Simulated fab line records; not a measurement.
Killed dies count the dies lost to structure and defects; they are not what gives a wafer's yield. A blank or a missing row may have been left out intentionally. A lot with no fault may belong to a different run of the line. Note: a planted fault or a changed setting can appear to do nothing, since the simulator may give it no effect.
Problem report, 8D (eight disciplines) form, completed by code / flow gf180mcu / the parts of the form that need people (team, actions taken, sign-off) are left out

== 1. WHAT IS WRONG ==
Mean of rfFwdPowerW at GF_V4_ETCH_16: 574.7 W across 2 wafers in 2 lots; on wafers with no fault it is 494.1 W (standard deviation 2.1). That puts it +38 standard deviations away from the usual mean.
The step: etches BARC in N2/H2.
Seen first at day 28 06:04 on rieDiel-02, wafer L298.6. The record holds 39 wafers of 13 lots with a number at this step. The rule behind "out" and "out of limits": a value lying over 4 standard deviations away from the usual mean. The rest of the wafers with a number are treated as sound.

== 2. WHAT IT IS AND WHAT IT IS NOT ==
question=which readings at this step | is=rfFwdPowerW | is not=biasW, drypumpMotorCurrentA, oesProductAu, throttleValvePct
question=which lots | is=L298, L300 | is not=L286, L289, L290, L291, L293, L302, L303, L305, L306, L308, L309
question=which wafers of those lots | is=L298.6, L300.5 | is not=L298.1, L298.3, L300.1, L300.3
question=read on which tools | is=rieDiel-02 | is not=rieDiel-01, rieDiel-03
question=when | is=from day 28 06:04 | is not=up to then (17 sound wafers); but 20 sound wafers of L300, L302, L303, L305, L306, L308, L309 came after

== 3. THE SUSPECTS, EACH WITH WHAT RULES IT OUT ==
Counting: if a tool at a process step up to the reading ran every lot that is out, it stays a suspect. Sound lots after the first of them don't rule it out here, since some wafers of a struck lot are sound.
- rieDiel-02 at GF_V4_ETCH_16 (etches BARC in N2/H2): kept. It processed each lot that is out (first: L298, day 28 06:04); up to then, its last sound lot is L293 (day 26 18:05). Out on those wafers are its own readings of rfFwdPowerW.
- In rieDiel-02 at GF_V4_ETCH_16, the wafers that are out were processed in chamber 3 and their sound lot-mates in chambers 0, 1.
Left after counting: rieDiel-02 at GF_V4_ETCH_16.

== 4. THE CAUSE (what the simulator had put in) ==
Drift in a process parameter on rieDiel-02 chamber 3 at GF_V4_ETCH_16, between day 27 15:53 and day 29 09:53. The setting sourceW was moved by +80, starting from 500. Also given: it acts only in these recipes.
Counting left only this tool.

== 5. THE CHAIN OF EFFECTS, in route order ==
One row per reading whose mean, taken over the struck wafers that have a number, lies over 3 standard deviations from the usual. Readings are gone through only where the record gives a usual standard deviation; hours: the median, over the lots, of the time from a lot's start at the first step in this table giving one to that lot's start at this step; sigmas: the change measured in usual standard deviations.
hours=0; step=GF_V4_ETCH_16; reading=rfFwdPowerW; usual=494.1 W; on struck wafers=574.7; change=+80.6; sigmas=+38
The process steps in it:
- GF_V4_ETCH_16: etches BARC in N2/H2.

== 6. WHAT WOULD HAVE CAUGHT IT SOONER ==
The fault began at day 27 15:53; the first out-of-limits reading in this record came at day 28 06:04, 14 hours later.
